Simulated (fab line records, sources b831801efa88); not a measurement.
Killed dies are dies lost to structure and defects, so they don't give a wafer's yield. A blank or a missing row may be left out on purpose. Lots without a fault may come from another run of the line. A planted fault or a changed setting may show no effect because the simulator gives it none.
A struck lot beside a sound one | flow sky130 | 18 steps out of a route of 708
Sound: wafers L493.2, L493.3, L493.5. Struck: wafers L505.1, L505.4. (L505.2 of the same lot was not struck and is left out.) The cause comes at the end.
At each step with rows: each side's tool, then ch and its chambers, then its first start. Under that, the readings that differ: sound wafers | struck wafers | difference of the means | sigmas: that difference in standard deviations of wafers without a fault.
alike: readings whose means differ by less than 2 such deviations, and words and numbers that are the same on both sides. not compared: withheld readings, readings that some wafer has no value for, bounds like >300 that may hide the same value, and numbers for which the record gives no deviation and whose values overlap.
The two part at a step that has a row with sigmas, a row that says differs or no value, or rows on one side only. Numbers that don't overlap but have no deviation are shown without sigmas and don't part them. A reading that every wafer of one side lacks parts them only if that side has two wafers or more.

first, 2 steps without rows for these wafers: SKY_CONTACT_PEB_12; SKY_CONTACT_DEVELOP_13 (develop time 60 s).
SKY_CONTACT_CD_MEAS_14: target cd 170 nm.
  sound on cd_sem-02, day 32 19:13; struck on cd_sem-02, day 36 15:37
  alike: cd_nm
SKY_CONTACT_OVL_MEAS_15:
  sound on overlay-01, day 32 19:19; struck on overlay-02, day 36 15:44
  alike: CONTACT_OVL
SKY_CONTACT_ETCH_16: etches BARC in N2/H2, stops on SiO2, time 45.9 s, target depth 60 nm.
  sound on rie_diel-04 ch 0,2, day 32 19:21; struck on rie_diel-02 ch 1,2, day 36 15:47
  alike: drypump_motor_current_A, oes_product_au, throttle_valve_pct
  not compared: rf_hours_counter_h
SKY_CONTACT_ETCH_17: etches SiO2 in C4F8/O2/Ar, stops on Si3N4, target depth 340 nm.
  sound on rie_diel-04 ch 0,2, day 32 19:24; struck on rie_diel-02 ch 1,2, day 36 15:49
  alike: oes_product_au
then, 1 step without rows for these wafers: SKY_CONTACT_ETCH_18 (etches Si3N4 in CHF3/O2, stops on TiN, time 39 s, target depth 75 nm).
SKY_CONTACT_STRIP_19: strips in O2/N2.
  sound on plasma_asher-03 ch 0, day 32 19:29; struck on plasma_asher-04 ch 1, day 36 15:55
  alike: drypump_motor_current_A, oes_product_au, strip_time_to_endpoint_s
  not compared: rf_hours_counter_h
then, 3 steps without rows for these wafers: SKY_CONTACT_STRIP_20 (strips in post etch residue remover, time 1200 s); SKY_CONTACT_CLEAN_21 (cleans in IPA, time 180 s); SKY_CONTACT_CLEAN_22 (cleans in O3/DIW).
SKY_CONTACT_SPUTTER_23: material TiN, target thk 20 nm, time 80 s.
  sound on pvd_sputter-02, day 32 20:07; struck on pvd_sputter-02, day 36 16:31
  alike: throttle_valve_pct
SKY_CONTACT_CVD_24: deposits W, target thk 340 nm, time 102.12 s.
  sound on cvd_w-02 ch 0,1, day 32 20:11; struck on cvd_w-02 ch 1, day 36 16:34
  reading                               | sound             | struck      | difference | sigmas
  model.W_of_CONTACT_CVD_24.thk_nm (nm) | 341.8 342.4 344.3 | 238.4 240.3 | -103.5     |
  alike: heater_power_outer_w, heater_power_w
SKY_CONTACT_RS_MEAS_25: measures by four-point-probe.
  sound on film_metro-02, day 32 20:19; struck on film_metro-01, day 36 16:41
  reading               | sound             | struck      | difference | sigmas
  CONTACT_W_RS (ohm/sq) | 0.336 0.335 0.334 | 0.484 0.481 | +0.147     | +29
SKY_CONTACT_THK_MEAS_26: measures by xrf.
  sound on film_metro-02, day 32 20:25; struck on film_metro-01, day 36 16:48
  reading            | sound       | struck  | difference | sigmas
  CONTACT_W_THK (nm) | 329 330 331 | 232 235 | -96        | -19
SKY_CONTACT_CMP_27: polishes, stops on SiO2, t overpolish 15 s, target thk 0 nm.
  sound on cmp-01 ch 0,1,3, day 32 20:34; struck on cmp-01 ch 0,1, day 36 16:52
  reading                | sound    | struck | difference | sigmas
  time_to_endpoint_s (s) | 78 79 84 | 56 54  | -25        | -6
  alike: motor_current_A
SKY_METAL1_SPUTTER_00: material Ti, target thk 15 nm, time 10 s.
  sound on pvd_sputter-03, day 32 20:46; struck on pvd_sputter-01, day 36 17:10
  alike: throttle_valve_pct
SKY_PAD_OPEN_PROBE_99:
  the record has rows for the sound wafers here (prober-02, day 46 17:50) and none for the struck ones

WHERE THEY PART
First at SKY_CONTACT_RS_MEAS_25; last, within this record, at SKY_PAD_OPEN_PROBE_99.

WHY: what the simulator had put in
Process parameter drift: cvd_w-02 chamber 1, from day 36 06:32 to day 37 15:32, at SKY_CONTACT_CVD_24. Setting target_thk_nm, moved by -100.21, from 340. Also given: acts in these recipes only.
